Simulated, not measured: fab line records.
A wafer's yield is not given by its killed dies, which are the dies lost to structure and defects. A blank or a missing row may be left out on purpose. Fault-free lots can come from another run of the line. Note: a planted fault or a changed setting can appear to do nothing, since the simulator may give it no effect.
Chamber matching	flow sky130	SKY_FIELD_ISO_CMP_27 on cmp-02: 4 sister chambers
The step polishes, stops on Si3N4, t overpolish 16 s, target thk 457.8 nm. 4 wafers are shown with their chamber, then 12 later ones without.

WAFERS PAIRED WITH THEIR CHAMBERS
wafer	chamber	motor_current_A (A)
L084.3	1	11.1
L087.3	2	13.8
L091.3	3	12.1
L091.6	0	12.4

WAFERS WITH NO CHAMBER GIVEN
wafer	motor_current_A (A)
L092.1	11.9
L092.4	11.9
L092.5	12.2
L093.2	12.2
L093.5	11.9
L093.6	11.6
L095.1	11.7
L095.4	12.2
L095.6	13.4
L095.2	11.5
L095.3	12.5
L095.5	11.6

THE CHAMBER EACH PASSED THROUGH
wafer	from the rows above	in truth
L092.1	can't be placed: 3 or 0 or 1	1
L092.4	can't be placed: 3 or 0 or 1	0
L092.5	can't be placed: 3 or 0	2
L093.2	can't be placed: 3 or 0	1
L093.5	can't be placed: 3 or 0 or 1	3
L093.6	can't be placed: 1 or 3 or 0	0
L095.1	can't be placed: 3 or 1 or 0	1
L095.4	can't be placed: 3 or 0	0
L095.6	can't be placed: 2 or 0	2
L095.2	can't be placed: 1 or 3 or 0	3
L095.3	can't be placed: 0 or 3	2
L095.5	can't be placed: 1 or 3 or 0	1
0 of 12 placed correctly. Unplaceable from these rows: 12, with the true chamber sitting among the candidates in 9. 0 placed wrongly.
How it was worked out, from the rows above alone: a wafer's distance from a chamber is the root of the sum, over the readings, of the square of ((its reading less the chamber's mean) divided by the reading's scatter). If the next closest chamber is less than 2 further off than the closest, the wafer can't be placed; otherwise it belongs to the closest. For every chamber, the mean is computed from those of its wafers that are shown. The scatter: with one shown wafer a chamber, the root of the mean of the squares of how far each hidden wafer lies from its nearest shown one.
